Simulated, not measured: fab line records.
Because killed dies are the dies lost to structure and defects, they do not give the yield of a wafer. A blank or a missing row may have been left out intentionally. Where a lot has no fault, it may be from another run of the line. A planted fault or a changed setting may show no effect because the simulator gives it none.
Chamber matching    flow gf180mcu    3 sister chambers for GF_V5_CVD_02 on pecvd-04
The step deposits SiO2 from TEOS, target thk 1450 nm, time 163.28 s. 6 wafers are shown with their chamber, then 7 later ones without.

== WAFERS WITH THEIR CHAMBER ==
wafer   chamber  heater power w (W)
L544.3  0        504
L554.1  0        547
L554.5  1        624
L554.6  2        723
L559.4  1        582
L559.5  2        704

== WAFERS WITH NO CHAMBER GIVEN ==
wafer   heater power w (W)
L559.6  593
L561.3  511
L561.4  598
L561.5  490
L562.2  514
L562.4  559
L562.5  615

== THE CHAMBER EACH PASSED THROUGH ==
wafer    from the rows above       in truth
L559.6   1                         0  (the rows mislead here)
L561.3   0                         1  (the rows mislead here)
L561.4   1                         1
L561.5   0                         0
L562.2   0                         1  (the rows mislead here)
L562.4   can't be placed: 0 or 1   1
L562.5   1                         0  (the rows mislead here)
Correct placement for 2 of the 7. These rows do not allow placing 1 (true chamber among the candidates in 1). Placed wrongly: 4.
How it was worked out, from the rows above alone: a wafer's distance from a chamber is the root of the sum, over the readings, of the square of ((its reading less the chamber's mean) divided by the reading's scatter). The wafer belongs to the nearest chamber; if the next one is less than 2 further off, it can't be placed. The mean given for a chamber averages the wafers shown for that chamber. The scatter: take each reading less its chamber's mean, square it, sum over the shown wafers, divide by the number of wafers less the number of chambers, and take the root.
